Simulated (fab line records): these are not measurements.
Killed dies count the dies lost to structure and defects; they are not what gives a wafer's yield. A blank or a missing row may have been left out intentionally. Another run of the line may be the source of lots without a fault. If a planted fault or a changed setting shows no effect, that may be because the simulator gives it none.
Chamber matching ; flow gf180mcu ; GF_V2_CMP_26 on cmp-02: 4 sister chambers
The step polishes, stops on SiO2, t overpolish 15 s, target thk 0 nm. 4 wafers are shown with their chamber, then 7 later ones without.

## WAFERS, EACH WITH ITS CHAMBER
wafer;chamber;motorCurrentA (A)
L995.1;2;12.4
L995.3;0;8.9
L995.4;3;9.5
L996.2;1;12.3

## WAFERS MISSING THEIR CHAMBER
wafer;motorCurrentA (A)
L996.4;10.2
L996.6;9.4
L999.3;8.3
L999.4;12.4
L999.5;9.2
L103.3;9.3
L103.5;12.5

## EACH ONE'S CHAMBER
wafer;from the rows above;in truth
L996.4;can't be placed: 3 or 0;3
L996.6;can't be placed: 3 or 0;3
L999.3;can't be placed: 0 or 3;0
L999.4;can't be placed: 2 or 1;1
L999.5;can't be placed: 0 or 3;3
L103.3;can't be placed: 3 or 0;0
L103.5;can't be placed: 2 or 1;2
Correct placement for 0 of the 7. Cannot be placed on the basis of these rows: 7; the candidates contain the true chamber in 7. Number placed wrongly: 0.
How it was worked out, from the rows above alone: a wafer's distance from a chamber is the root of the sum, over the readings, of the square of ((its reading less the chamber's mean) divided by the reading's scatter). The wafer belongs to the nearest chamber; if the next one is less than 2 further off, it can't be placed. The mean given for a chamber averages the wafers shown for that chamber. The scatter (one wafer shown for each chamber): square how far every hidden wafer sits from the nearest shown wafer, average those squares and take the square root.
